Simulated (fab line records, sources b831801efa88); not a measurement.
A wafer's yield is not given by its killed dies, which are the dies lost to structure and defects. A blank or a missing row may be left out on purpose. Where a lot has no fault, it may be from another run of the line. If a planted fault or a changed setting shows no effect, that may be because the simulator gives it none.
A struck lot beside a sound one -- flow sky130 -- 15 out of 708 route steps
Sound: wafers L274.1, L274.3, L274.6. Struck: wafer L284.6 (L284.1, L284.4, from the same lot, were not struck and are left out); the cause is given at the end.
Order at every step that has rows: each side's tool, ch and its chambers, its first start. Under that, the readings that differ: sound wafers -- struck wafers -- difference of the means -- sigmas: that difference in standard deviations of wafers without a fault.
alike: readings whose means differ by less than 2 such deviations, and words and numbers that are the same on both sides. not compared: withheld readings, readings that some wafer has no value for, bounds like >300 that may hide the same value, and numbers for which the record gives no deviation and whose values overlap.
The two part at a step that has a row with sigmas, a row that says differs or no value, or rows on one side only. When numbers do not overlap yet have no deviation, they are printed without sigmas and do not part them. A reading that every wafer of one side lacks parts them only if that side has two wafers or more.

first, 6 steps without rows for these wafers: SKY_METAL4_COAT_07 (resist thk 60 nm); SKY_METAL4_COAT_08 (resist thk 1140 nm); SKY_METAL4_SOFTBAKE_09 (time 90 s); SKY_METAL4_EXPOSE_10 (exposes mask MM4, target cd 300 nm); SKY_METAL4_PEB_11; SKY_METAL4_DEVELOP_12 (develop time 60 s).
SKY_METAL4_CD_MEAS_13: the cd target is 300 nm.
  sound on cd sem-01, day 43 19:50; struck on cd sem-01, day 46 14:20
  alike: cd nm
SKY_METAL4_OVL_MEAS_14:
  sound on overlay-02, day 43 19:57; struck on overlay-02, day 46 14:27
  alike: METAL4_OVL
SKY_METAL4_DESCUM_15: chemistry O2, time 8 s.
  sound on rie metal-02 ch 0,1, day 43 19:59; struck on rie metal-01 ch 1, day 46 14:29
  alike: chamber pressure mTorr, drypump motor current A, oes product au
  not compared: rf hours counter h
SKY_METAL4_ETCH_16: etches BARC in N2/H2, stops on SiO2, time 88.2 s, target depth 60 nm.
  sound on rie metal-02 ch 0,1, day 43 20:01; struck on rie metal-01 ch 1, day 46 14:31
  alike: chamber pressure mTorr, drypump motor current A, oes product au, throttle valve pct
  not compared: rf hours counter h
SKY_METAL4_ETCH_17: etches SiO2 in C4F8/O2/Ar, stops on TiN, time 3.9 s, target depth 15 nm.
  sound on rie diel-04 ch 0,1,3, day 43 20:07; struck on rie diel-03 ch 0, day 46 14:37
  alike: chamber pressure mTorr, oes product au
  not compared: rf hours counter h
SKY_METAL4_METAL_ETCH_18: etches the open film in Cl2/BCl3, stops on SiO2, target depth 845 nm, time 183.1 s.
  sound on rie metal-01 ch 0,1, day 43 20:08; struck on rie metal-04 ch 0, day 46 14:38
  alike: chamber pressure mTorr, drypump motor current A, oes product au, throttle valve pct
  not compared: rf hours counter h
SKY_METAL4_STRIP_19: strips in O2/N2.
  sound on plasma asher-03 ch 0, day 43 20:19; struck on plasma asher-03 ch 0, day 46 14:49
reading,sound,struck,difference,sigmas
overash fraction,0.5 0.5 0.5,0.7,+0.2,
  alike: chamber pressure mTorr, drypump motor current A, oes product au, strip time to endpoint s
  not compared: rf hours counter h
then, 1 step without rows for these wafers: SKY_METAL4_STRIP_20 (strips in post etch residue remover, time 1200 s).
-- the record jumps here: 3 days lie between the struck wafers' starts before and after (it left off in module METAL4 and takes up again in module PAD_OPEN, whose first step shown is number 708 of the route) --
SKY_PAD_OPEN_PROBE_99:
  sound on prober-02, day 47 13:02; struck on prober-01, day 50 00:17
  alike: defect limited yield, killed_at_M0_to_M3, killed_at_M4_up, killed at contacts, killed at front end, killed at other, killed dies, killed open, killed short, sort_bin_3_pad_short, sort_bin_5_function, sort_bin_6_memory, sort n pass, sort yield pct

WHERE THEY PART
Nowhere in this record.

WHY: what the simulator had put in
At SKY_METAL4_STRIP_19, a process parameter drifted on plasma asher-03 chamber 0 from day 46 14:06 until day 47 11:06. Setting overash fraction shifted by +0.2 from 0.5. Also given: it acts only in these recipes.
